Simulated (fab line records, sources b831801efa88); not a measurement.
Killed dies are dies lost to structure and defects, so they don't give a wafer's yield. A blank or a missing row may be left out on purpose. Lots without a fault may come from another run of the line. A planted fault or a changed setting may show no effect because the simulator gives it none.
fab line records | flow gf180mcu | part 1 of 2: steps 1 to 23 of 32
record lots=5 wafers=15 last_day=34
route steps=602 shown NWELL@43 LVPWELL@54 MVSD@66
lots that met no fault: from a run of the same line without faults
start_h: hours from the record's first day to the start of the lot's first wafer shown | wait_h: hours since the lot's step before | " the same as in the row above | L1.1+2: a row that stands for several wafers | - no value, or no start given | * or withheld: withheld | < > ~ a bound
route shown NAME@n: a module of which the file shows steps, and the number in the route of the first | usual: mean/standard deviation of fault-free wafers | same: alike in all rows | chamber/n: place in a boat | sites: the reading at each site | _std_site: their standard deviation | _edge_site: outer sites' mean less inner sites' | radius_mm: how far each site lies from the wafer's centre | mask NAME#n: copy n | behind: the tool/chamber that last shaped the wafer | hold: why the lot was held/for how many hours/how that ended | device: the transistor (n, p or np) that didn't switch | end of line: the same wafers' tests at the end of the route | a step without rows: its recipe alone | killed: dies lost to structure and defects at the first sort, not the wafer's yield | map: a wafer's dies, x killed, . not, _ none there
set.NAME: the setting as run; set.NAME@STEP: as run at that earlier step | model.NAME: the simulator's own value behind a step, which no gauge read
lots at some steps of the route; a table a step, a row a wafer
services: from which hour (start_h, from the record's first day; less than 0 if before it) a tool's chamber was out of use, for how many hours, and why
## steps
# step GF_NWELL_HMDS_01
# recipe prime_time_s=60 prime_temp_c=120
# usual chill_plate_temp_C=23.01/0.11 resist_line_temp_C=23.00/0.096
# columns lot.wafer tool chamber start_h wait_h chill_plate_temp_C resist_line_temp_C
L074.1 litho_track-01 0 52.55 0.1 22.84 22.98
L074.2 " 0 " " 22.96 23.10
L074.5 " 0 " " 22.97 22.92
L077.1 litho_track-02 0 66.55 0.1 22.85 22.91
L077.4 " 0 " " 23.00 22.92
L077.6 " 0 " " 23.10 22.90
L092.2 litho_track-02 0 147.47 0.1 23.00 23.04
L092.3 " 0 " " 23.06 23.03
L092.6 " 0 " " 23.09 23.01
L094.2 litho_track-04 0 158.89 0.1 23.12 22.90
L094.3 " 0 " " 22.99 22.90
L094.4 " 0 " " 23.05 22.90
L096.1 litho_track-01 0 166.40 0.1 22.94 23.02
L096.3 " 0 " " 22.97 23.10
L096.6 " 0 " " 22.92 23.02
# step GF_NWELL_COAT_02
# recipe spin_rpm=2000 resist_thk_nm=3000
# usual chill_plate_temp_C=23.00/0.11 resist_line_temp_C=22.98/0.1
# columns lot.wafer tool chamber start_h wait_h chill_plate_temp_C resist_line_temp_C
L074.1 litho_track-01 0 52.70 0.1 22.92 22.99
L074.2 " 0 " " 22.74 23.04
L074.5 " 0 " " 22.88 22.92
L077.1 litho_track-02 0 66.70 0.1 22.98 22.84
L077.4 " 0 " " 23.08 22.92
L077.6 " 0 " " 23.01 23.00
L092.2 litho_track-02 0 147.62 0.1 23.05 22.84
L092.3 " 0 " " 23.06 22.81
L092.6 " 0 " " 23.15 22.97
L094.2 litho_track-04 0 159.04 0.1 22.85 23.01
L094.3 " 0 " " 23.02 22.80
L094.4 " 0 " " 23.04 22.95
L096.1 litho_track-01 0 166.55 0.1 22.96 22.91
L096.3 " 0 " " 23.08 22.92
L096.6 " 0 " " 23.00 22.82
# step GF_NWELL_SOFTBAKE_03
# recipe temp_c=110 time_s=withheld
# usual chill_plate_temp_C=22.99/0.11 resist_line_temp_C=22.97/0.098
# columns lot.wafer tool chamber start_h wait_h chill_plate_temp_C resist_line_temp_C
L074.1 litho_track-01 0 52.85 0.1 22.99 22.94
L074.2 " 0 " " 22.87 23.06
L074.5 " 0 " " 22.98 23.02
L077.1 litho_track-02 0 66.85 0.1 22.82 22.96
L077.4 " 0 " " 22.92 23.01
L077.6 " 0 " " 22.82 22.88
L092.2 litho_track-02 0 147.78 0.1 23.00 22.87
L092.3 " 0 " " 22.79 22.95
L092.6 " 0 " " 22.78 22.77
L094.2 litho_track-04 0 159.20 0.1 23.25 23.07
L094.3 " 0 " " 23.17 22.91
L094.4 " 0 " " 23.10 23.02
L096.1 litho_track-01 0 166.70 0.1 22.98 23.08
L096.3 " 0 " " 22.97 22.99
L096.6 " 0 " " 23.07 22.88
# step GF_NWELL_EXPOSE_04
# recipe mask_id=Nwell target_cd_nm=860 na=0.6 source_shape=conventional sigma_outer=0.6 dose_mj=260
# usual reticle_temp_C=23.00/0.093
# columns lot.wafer tool chamber start_h wait_h mask reticle_temp_C
L074.1 iline_stepper-02 0 - - Nwell#0 23.04
L074.2 " 0 " " Nwell#0 23.02
L074.5 " 0 " " Nwell#0 23.12
L077.1 iline_stepper-02 0 - - Nwell#0 23.13
L077.4 " 0 " " Nwell#0 23.02
L077.6 " 0 " " Nwell#0 22.97
L092.2 iline_stepper-01 0 - - Nwell#0 23.16
L092.3 " 0 " " Nwell#0 23.10
L092.6 " 0 " " Nwell#0 23.07
L094.2 iline_stepper-01 0 - - Nwell#0 22.89
L094.3 " 0 " " Nwell#0 23.12
L094.4 " 0 " " Nwell#0 22.99
L096.1 iline_stepper-01 0 - - Nwell#0 22.85
L096.3 " 0 " " Nwell#0 22.90
L096.6 " 0 " " Nwell#0 22.88
# step GF_NWELL_PEB_05
# recipe temp_c=115 time_s=withheld
# usual chill_plate_temp_C=23.00/0.1 resist_line_temp_C=23.00/0.11
# columns lot.wafer tool chamber start_h wait_h chill_plate_temp_C resist_line_temp_C
L074.1 litho_track-04 0 - - 23.00 22.86
L074.2 " 0 " " 23.03 23.00
L074.5 " 0 " " 23.13 22.99
L077.1 litho_track-02 0 - - 22.95 23.02
L077.4 " 0 " " 22.93 23.17
L077.6 " 0 " " 23.17 23.12
L092.2 litho_track-04 0 - - 23.02 23.10
L092.3 " 0 " " 23.07 23.02
L092.6 " 0 " " 23.04 23.12
L094.2 litho_track-02 0 - - 22.96 22.91
L094.3 " 0 " " 23.00 22.95
L094.4 " 0 " " 23.18 23.07
L096.1 litho_track-01 0 - - 22.85 22.92
L096.3 " 0 " " 23.04 23.07
L096.6 " 0 " " 22.94 23.17
# step GF_NWELL_DEVELOP_06
# recipe wall_angle_deg=90 develop_time_s=60 dev_temp_c=23
# usual chill_plate_temp_C=22.97/0.11 resist_line_temp_C=23.01/0.1
# columns lot.wafer tool chamber start_h wait_h chill_plate_temp_C resist_line_temp_C
L074.1 litho_track-04 0 - - 22.93 23.04
L074.2 " 0 " " 23.00 23.11
L074.5 " 0 " " 22.74 23.04
L077.1 litho_track-02 0 - - 22.95 22.97
L077.4 " 0 " " 22.74 23.07
L077.6 " 0 " " 22.98 23.06
L092.2 litho_track-04 0 - - 23.06 23.16
L092.3 " 0 " " 22.92 23.05
L092.6 " 0 " " 22.93 22.98
L094.2 litho_track-02 0 - - 23.04 22.93
L094.3 " 0 " " 22.93 23.17
L094.4 " 0 " " 23.15 22.89
L096.1 litho_track-01 0 - - 22.93 22.91
L096.3 " 0 " " 22.86 22.86
L096.6 " 0 " " 22.73 22.86
# step GF_NWELL_OVL_MEAS_07
# usual NWELL_OVL=-0.1/1.2
# columns lot.wafer tool chamber start_h wait_h NWELL_OVL[nm]
L074.1 overlay-01 - 59.27 - 1.7
L074.2 " - " " 1.0
L074.5 " - " " 0.2
L077.1 overlay-02 - 73.40 - 0.5
L077.4 " - " " 0.6
L077.6 " - " " 1.2
L092.2 overlay-02 - 155.27 - -0.2
L092.3 " - " " 0.9
L092.6 " - " " 1.5
L094.2 overlay-02 - 167.55 - 1.0
L094.3 " - " " 1.0
L094.4 " - " " 1.6
L096.1 overlay-01 - 175.25 - -1.6
L096.3 " - " " -0.6
L096.6 " - " " -1.4
# step GF_NWELL_IMPLANT_08
# recipe species=P energy_kev=450 dose_cm2=1.5e+13 tilt_deg=0
# usual beam_on_s=10.02/0.21
# columns lot.wafer tool chamber start_h wait_h beam_on_s
L074.1 implanter-04 0 59.30 0.0 9.98
L074.2 " 0 " " 10.05
L074.5 " 0 " " 9.94
L077.1 implanter-04 0 73.43 0.0 10.38
L077.4 " 0 " " 10.01
L077.6 " 0 " " 10.16
L092.2 implanter-02 0 155.33 0.0 10.13
L092.3 " 0 " " 10.13
L092.6 " 0 " " 9.72
L094.2 implanter-01 0 167.61 0.0 9.90
L094.3 " 0 " " 10.06
L094.4 " 0 " " 10.02
L096.1 implanter-01 0 175.29 0.0 10.34
L096.3 " 0 " " 9.87
L096.6 " 0 " " 9.92
# step GF_NWELL_IMPLANT_09
# recipe species=P energy_kev=160 dose_cm2=4e+12 tilt_deg=0
# usual beam_on_s=9.98/0.21
# columns lot.wafer tool chamber start_h wait_h beam_on_s
L074.1 implanter-04 0 59.45 0.1 9.48
L074.2 " 0 " " 10.26
L074.5 " 0 " " 9.81
L077.1 implanter-04 0 73.58 0.1 9.91
L077.4 " 0 " " 10.01
L077.6 " 0 " " 9.85
L092.2 implanter-02 0 155.48 0.1 9.29
L092.3 " 0 " " 9.90
L092.6 " 0 " " 9.87
L094.2 implanter-01 0 167.76 0.1 9.83
L094.3 " 0 " " 9.76
L094.4 " 0 " " 10.17
L096.1 implanter-01 0 175.44 0.1 10.11
L096.3 " 0 " " 10.25
L096.6 " 0 " " 9.88
# step GF_NWELL_STRIP_10
# recipe chemistry=O2/N2 power_w=1400 pressure_mtorr=1500 platen_temp_c=250 o2_flow_sccm=3000 n2_flow_sccm=300 overash_fraction=0.5
# usual drypump_motor_current_A=5.8/0.6 heater_power_w=341/18 oes_product_au=0.722/0.0045 strip_time_to_endpoint_s=36.95/0.083
# columns lot.wafer tool chamber start_h wait_h drypump_motor_current_A heater_power_w oes_product_au rf_hours_counter_h strip_time_to_endpoint_s
L074.1 plasma_asher-03 1 59.67 0.2 4.6 355 0.723 25 36.94
L074.2 " 0 " " 5.9 331 0.720 25 36.99
L074.5 " 1 " " 4.6 342 0.722 - 37.12
L077.1 plasma_asher-03 1 73.73 0.1 4.6 358 0.719 27 36.92
L077.4 " 1 " " 4.6 351 0.720 - 36.96
L077.6 " 1 " " 4.6 356 0.724 - 37.01
L092.2 plasma_asher-02 1 155.60 0.1 6.7 307 0.720 49 37.02
L092.3 " 0 " " 5.7 369 0.718 - 37.06
L092.6 " 1 " " 6.7 307 0.725 - 36.91
L094.2 plasma_asher-03 1 167.88 0.1 4.6 370 0.720 38 36.85
L094.3 " 1 " " 4.6 359 0.721 - 36.85
L094.4 " 0 " " 5.9 338 0.733 - 36.81
L096.1 plasma_asher-02 1 175.59 0.1 6.6 321 0.719 51 37.05
L096.3 " 1 " " 6.6 324 0.717 - 36.88
L096.6 " 1 " " 6.7 326 0.726 - 36.97
# step GF_NWELL_TW_MEAS_11
# usual NWELL_TW=1572/14
# columns lot.wafer tool chamber start_h wait_h NWELL_TW
L074.1 film_metro-01 - 59.77 0.1 1542
L074.2 " - " " 1543
L074.5 " - " " 1546
L077.1 film_metro-02 - 73.83 0.1 1588
L077.4 " - " " 1584
L077.6 " - " " 1577
L092.2 film_metro-03 - 155.71 0.1 1589
L092.3 " - " " 1581
L092.6 " - " " 1587
L094.2 film_metro-02 - 167.99 0.1 1579
L094.3 " - " " 1582
L094.4 " - " " 1582
L096.1 film_metro-03 - 175.69 0.1 1575
L096.3 " - " " 1580
L096.6 " - " " 1580
# step GF_LVPWELL_DEHYDRATE_00
# recipe temp_c=200 time_s=60
# usual chill_plate_temp_C=23.00/0.093 resist_line_temp_C=23.01/0.1
# columns lot.wafer tool chamber start_h wait_h chill_plate_temp_C resist_line_temp_C
L074.1 litho_track-04 0 65.92 6.1 22.96 23.05
L074.2 " 0 " " 22.91 23.04
L074.5 " 0 " " 22.95 23.12
L077.1 litho_track-04 0 79.87 6.0 23.04 23.21
L077.4 " 0 " " 22.96 22.99
L077.6 " 0 " " 23.08 23.00
L092.2 litho_track-01 0 163.83 8.1 23.12 23.05
L092.3 " 0 " " 23.13 23.15
L092.6 " 0 " " 22.93 23.17
L094.2 litho_track-03 0 175.75 7.8 23.11 23.07
L094.3 " 0 " " 23.18 22.88
L094.4 " 0 " " 23.03 22.99
L096.1 litho_track-03 0 182.78 7.1 23.10 23.24
L096.3 " 0 " " 23.02 23.07
L096.6 " 0 " " 22.88 23.11
# step GF_LVPWELL_HMDS_01
# recipe prime_time_s=60 prime_temp_c=120
# usual chill_plate_temp_C=23.01/0.11 resist_line_temp_C=23.00/0.11
# columns lot.wafer tool chamber start_h wait_h chill_plate_temp_C resist_line_temp_C
L074.1 litho_track-04 0 66.07 0.1 22.91 23.02
L074.2 " 0 " " 23.01 23.05
L074.5 " 0 " " 22.98 23.06
L077.1 litho_track-04 0 80.02 0.1 22.90 22.98
L077.4 " 0 " " 22.99 23.08
L077.6 " 0 " " 22.83 23.00
L092.2 litho_track-01 0 163.98 0.1 23.10 22.86
L092.3 " 0 " " 23.12 22.77
L092.6 " 0 " " 23.14 23.00
L094.2 litho_track-03 0 175.90 0.1 23.07 22.94
L094.3 " 0 " " 23.14 23.02
L094.4 " 0 " " 23.21 23.22
L096.1 litho_track-03 0 182.93 0.1 22.98 22.94
L096.3 " 0 " " 22.91 22.80
L096.6 " 0 " " 23.07 22.86
# step GF_LVPWELL_COAT_02
# recipe spin_rpm=2000 resist_thk_nm=3000
# usual chill_plate_temp_C=23.01/0.11 resist_line_temp_C=23.00/0.092
# columns lot.wafer tool chamber start_h wait_h chill_plate_temp_C resist_line_temp_C
L074.1 litho_track-04 0 66.22 0.1 23.10 22.99
L074.2 " 0 " " 23.03 23.07
L074.5 " 0 " " 23.02 22.86
L077.1 litho_track-04 0 80.17 0.1 23.19 22.95
L077.4 " 0 " " 23.14 23.04
L077.6 " 0 " " 23.25 22.99
L092.2 litho_track-01 0 164.13 0.1 23.05 22.94
L092.3 " 0 " " 23.18 23.00
L092.6 " 0 " " 23.08 23.15
L094.2 litho_track-03 0 176.05 0.1 22.99 23.17
L094.3 " 0 " " 22.85 22.85
L094.4 " 0 " " 22.95 22.91
L096.1 litho_track-03 0 183.08 0.1 22.93 22.95
L096.3 " 0 " " 22.98 23.02
L096.6 " 0 " " 23.06 23.04
# step GF_LVPWELL_SOFTBAKE_03
# recipe temp_c=110 time_s=withheld
# usual chill_plate_temp_C=22.99/0.1 resist_line_temp_C=22.99/0.11
# columns lot.wafer tool chamber start_h wait_h chill_plate_temp_C resist_line_temp_C
L074.1 litho_track-04 0 66.37 0.1 23.20 22.86
L074.2 " 0 " " 23.03 23.05
L074.5 " 0 " " 23.16 22.91
L077.1 litho_track-04 0 80.32 0.1 23.04 22.86
L077.4 " 0 " " 22.71 23.08
L077.6 " 0 " " 22.88 22.77
L092.2 litho_track-01 0 164.28 0.1 22.96 23.02
L092.3 " 0 " " 23.07 23.03
L092.6 " 0 " " 22.92 22.99
L094.2 litho_track-03 0 176.21 0.1 23.09 22.89
L094.3 " 0 " " 23.03 23.03
L094.4 " 0 " " 23.12 22.79
L096.1 litho_track-03 0 183.23 0.1 23.11 22.88
L096.3 " 0 " " 23.11 22.87
L096.6 " 0 " " 23.01 22.81
# step GF_LVPWELL_EXPOSE_04
# recipe mask_id=LVPWELL target_cd_nm=600 na=0.6 source_shape=conventional sigma_outer=0.6 dose_mj=260
# usual reticle_temp_C=22.98/0.11
# columns lot.wafer tool chamber start_h wait_h mask reticle_temp_C
L074.1 iline_stepper-01 0 - - LVPWELL#0 22.99
L074.2 " 0 " " LVPWELL#0 22.86
L074.5 " 0 " " LVPWELL#0 22.93
L077.1 iline_stepper-01 0 - - LVPWELL#0 22.80
L077.4 " 0 " " LVPWELL#0 22.97
L077.6 " 0 " " LVPWELL#0 22.70
L092.2 iline_stepper-01 0 - - LVPWELL#0 22.93
L092.3 " 0 " " LVPWELL#0 22.91
L092.6 " 0 " " LVPWELL#0 22.92
L094.2 iline_stepper-02 0 - - LVPWELL#0 23.00
L094.3 " 0 " " LVPWELL#0 23.10
L094.4 " 0 " " LVPWELL#0 23.19
L096.1 iline_stepper-02 0 - - LVPWELL#0 22.94
L096.3 " 0 " " LVPWELL#0 22.84
L096.6 " 0 " " LVPWELL#0 22.91
# step GF_LVPWELL_PEB_05
# recipe temp_c=115 time_s=withheld
# usual chill_plate_temp_C=23.00/0.11 resist_line_temp_C=23.00/0.1
# columns lot.wafer tool chamber start_h wait_h chill_plate_temp_C resist_line_temp_C
L074.1 litho_track-03 0 - - 22.94 23.01
L074.2 " 0 " " 23.00 22.90
L074.5 " 0 " " 23.10 22.99
L077.1 litho_track-01 0 - - 23.00 22.92
L077.4 " 0 " " 23.21 22.89
L077.6 " 0 " " 23.15 22.91
L092.2 litho_track-04 0 - - 22.90 22.87
L092.3 " 0 " " 22.96 22.88
L092.6 " 0 " " 22.98 22.89
L094.2 litho_track-01 0 - - 23.16 22.95
L094.3 " 0 " " 23.06 22.93
L094.4 " 0 " " 22.90 22.96
L096.1 litho_track-01 0 - - 22.97 23.20
L096.3 " 0 " " 22.92 23.17
L096.6 " 0 " " 22.98 23.22
# step GF_LVPWELL_DEVELOP_06
# recipe wall_angle_deg=90 develop_time_s=60 dev_temp_c=23
# usual chill_plate_temp_C=22.99/0.099 resist_line_temp_C=23.00/0.1
# columns lot.wafer tool chamber start_h wait_h chill_plate_temp_C resist_line_temp_C
L074.1 litho_track-03 0 - - 23.13 23.06
L074.2 " 0 " " 22.89 22.90
L074.5 " 0 " " 22.90 23.07
L077.1 litho_track-01 0 - - 23.02 22.86
L077.4 " 0 " " 22.80 22.97
L077.6 " 0 " " 22.95 23.01
L092.2 litho_track-04 0 - - 22.98 22.99
L092.3 " 0 " " 22.92 22.82
L092.6 " 0 " " 22.90 22.89
L094.2 litho_track-01 0 - - 23.12 23.14
L094.3 " 0 " " 23.06 22.93
L094.4 " 0 " " 22.88 23.00
L096.1 litho_track-01 0 - - 22.79 23.03
L096.3 " 0 " " 22.83 23.05
L096.6 " 0 " " 22.84 23.03
# step GF_LVPWELL_OVL_MEAS_07
# usual LVPWELL_OVL=-0.3/1.4
# columns lot.wafer tool chamber start_h wait_h LVPWELL_OVL[nm]
L074.1 overlay-02 - 73.58 - 0.1
L074.2 " - " " 1.0
L074.5 " - " " -0.2
L077.1 overlay-01 - 87.40 - 1.5
L077.4 " - " " 2.6
L077.6 " - " " 2.6
L092.2 overlay-01 - 172.07 - -0.7
L092.3 " - " " -0.5
L092.6 " - " " -0.6
L094.2 overlay-01 - 184.01 - -3.7
L094.3 " - " " -3.3
L094.4 " - " " -2.5
L096.1 overlay-02 - 191.30 - -0.5
L096.3 " - " " 0.1
L096.6 " - " " -0.3
# step GF_LVPWELL_IMPLANT_08
# recipe species=B energy_kev=170 dose_cm2=1.5e+13 tilt_deg=0
# usual beam_on_s=9.98/0.22
# columns lot.wafer tool chamber start_h wait_h beam_on_s
L074.1 implanter-01 0 73.61 0.0 10.40
L074.2 " 0 " " 9.73
L074.5 " 0 " " 9.48
L077.1 implanter-03 0 87.44 0.0 9.41
L077.4 " 0 " " 9.93
L077.6 " 0 " " 10.19
L092.2 implanter-03 0 172.13 0.0 9.54
L092.3 " 0 " " 10.38
L092.6 " 0 " " 9.68
L094.2 implanter-01 0 184.06 0.0 9.83
L094.3 " 0 " " 9.45
L094.4 " 0 " " 9.80
L096.1 implanter-01 0 191.34 0.0 9.60
L096.3 " 0 " " 10.06
L096.6 " 0 " " 10.11
# step GF_LVPWELL_IMPLANT_09
# recipe species=B energy_kev=60 dose_cm2=5e+12 tilt_deg=0
# usual beam_on_s=10.04/0.19
# columns lot.wafer tool chamber start_h wait_h beam_on_s
L074.1 implanter-01 0 73.76 0.1 10.25
L074.2 " 0 " " 9.75
L074.5 " 0 " " 9.85
L077.1 implanter-03 0 87.59 0.1 10.27
L077.4 " 0 " " 10.05
L077.6 " 0 " " 10.08
L092.2 implanter-03 0 172.28 0.1 10.07
L092.3 " 0 " " 10.22
L092.6 " 0 " " 10.06
L094.2 implanter-01 0 184.21 0.1 10.07
L094.3 " 0 " " 10.32
L094.4 " 0 " " 10.02
L096.1 implanter-01 0 191.49 0.1 9.87
L096.3 " 0 " " 9.87
L096.6 " 0 " " 10.08
# step GF_LVPWELL_STRIP_10
# recipe chemistry=O2/N2 power_w=1400 pressure_mtorr=1500 platen_temp_c=250 o2_flow_sccm=3000 n2_flow_sccm=300 overash_fraction=0.5
# usual drypump_motor_current_A=5.6/0.69 heater_power_w=335/19 oes_product_au=0.723/0.005 strip_time_to_endpoint_s=36.92/0.11
# columns lot.wafer tool chamber start_h wait_h drypump_motor_current_A heater_power_w oes_product_au rf_hours_counter_h strip_time_to_endpoint_s
L074.1 plasma_asher-01 0 73.91 0.1 6.2 312 0.719 42 36.95
L074.2 " 1 " " 5.3 319 0.732 42 36.98
L074.5 " 0 " " 6.2 306 0.723 - 36.95
L077.1 plasma_asher-01 0 87.74 0.1 6.2 314 0.723 43 37.02
L077.4 " 1 " " 5.3 312 0.727 - 36.92
L077.6 " 0 " " 6.2 314 0.722 - 36.97
L092.2 plasma_asher-03 1 172.40 0.1 4.6 347 0.719 39 37.06
L092.3 " 0 " " 5.9 325 0.731 - 37.12
L092.6 " 0 " " 5.9 336 0.720 - 37.09
L094.2 plasma_asher-03 0 184.34 0.1 5.9 335 0.724 40 36.99
L094.3 " 0 " " 5.9 334 0.721 - 37.09
L094.4 " 1 " " 4.6 349 0.721 - 36.94
L096.1 plasma_asher-03 1 191.64 0.1 4.6 351 0.723 41 37.02
L096.3 " 1 " " 4.6 351 0.727 - 36.94
L096.6 " 1 " " 4.6 353 0.727 - 36.95
# step GF_LVPWELL_TW_MEAS_11
# usual LVPWELL_TW=559/6
# columns lot.wafer tool chamber start_h wait_h LVPWELL_TW
L074.1 film_metro-01 - 74.01 0.1 551
L074.2 " - " " 550
L074.5 " - " " 550
L077.1 film_metro-02 - 87.84 0.1 562
L077.4 " - " " 561
L077.6 " - " " 561
L092.2 film_metro-03 - 172.51 0.1 564
L092.3 " - " " 562
L092.6 " - " " 562
L094.2 film_metro-02 - 184.45 0.1 563
L094.3 " - " " 561
L094.4 " - " " 564
L096.1 film_metro-02 - 191.74 0.1 565
L096.3 " - " " 564
L096.6 " - " " 565
